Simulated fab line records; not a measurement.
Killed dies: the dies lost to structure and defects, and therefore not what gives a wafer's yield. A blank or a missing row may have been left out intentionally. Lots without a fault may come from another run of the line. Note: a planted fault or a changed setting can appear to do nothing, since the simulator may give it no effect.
8D (eight disciplines) problem report, filled in by code | flow gf180mcu | the parts of the form that need people (team, actions taken, sign-off) are left out

## 1. THE ISSUE
Wafers without a fault read 900.01 C, standard deviation 0.093; tubeCenterTempC at GF_DUAL_GATE_OXIDATION_02 reads a mean of 897.30 C on 6 wafers belonging to 2 lots. That is -29 standard deviations from the usual mean.
The step: stabilise 600 s, purge 300 s, target thk 10.887 nm.
The first sign was on wafer L903.1 at day 10 15:11, on furnace-01. The record has a number at this step for 36 wafers belonging to 12 lots. Rule for "out", or "out of limits": more than 4 standard deviations from the usual mean. The rest of the wafers with a number are treated as sound.

## 2. WHAT IT IS, WHAT IT ISN'T
question                    | is                                      | is not
which readings at this step | tubeCenterTempC, tube_center_temp_C_max | zonePowerCentrePct
which lots                  | L903, L904                              | L893, L894, L895, L898, L900, L901, L902, L913, L915, L916
which wafers of those lots  | all that have a number                  | -
read on which tools         | furnace-01                              | furnace-02
when                        | from day 10 15:11                       | up to then (21 sound wafers); but 9 sound wafers of L913, L915, L916 came after

## 3. THE SUSPECTS, EACH WITH WHAT RULES IT OUT
Counting: a tool at any process step up to the reading remains a suspect when it ran all the lots that are out and ran no sound lot after the first of those.
- plasmaAsher-03 at GF_LVPWELL_STRIP_10 (strips in O2/N2): ruled out as a lasting fault. Sound lots L913, L916 ran on it after its first lot that is out, L903 (day 6 05:59).
- furnace-01 at GF_DUAL_GATE_OXIDATION_02 (stabilise 600 s, purge 300 s, target thk 10.887 nm): ruled out as a lasting fault. Sound lots L915, L916 ran on it after its first lot that is out, L903 (day 10 15:11).
Left after counting: nothing in the record.

## 4. THE CAUSE (what the simulator had put in)
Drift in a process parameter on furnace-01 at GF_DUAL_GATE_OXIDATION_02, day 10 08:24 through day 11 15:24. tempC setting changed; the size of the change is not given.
Counting ruled it out, wrongly.

## 5. THE EFFECT CHAIN, in route order
Each row: a reading whose mean over the struck wafers that have a number lies more than 3 standard deviations from the usual. Readings are gone through only where the record gives a usual standard deviation; hours: the median, over the lots, of the time from a lot's start at the first step in this table giving one to that lot's start at this step; sigmas: the change measured in usual standard deviations.
hours | step                      | reading                | usual    | on struck wafers | change | sigmas
0     | GF_DUAL_GATE_OXIDATION_02 | tubeCenterTempC        | 900.01 C | 897.30           | -2.71  | -29
0     | GF_DUAL_GATE_OXIDATION_02 | tube_center_temp_C_max | 902.4    | 899.7            | -2.7   | -6.8
Here are the process steps it includes:
- GF_DUAL_GATE_OXIDATION_02: stabilise 600 s, purge 300 s, target thk 10.887 nm.

## 6. WHAT WOULD HAVE CAUGHT IT SOONER
First out-of-limits reading in this record: day 10 15:11, which is 7 hours after fault onset at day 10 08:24.
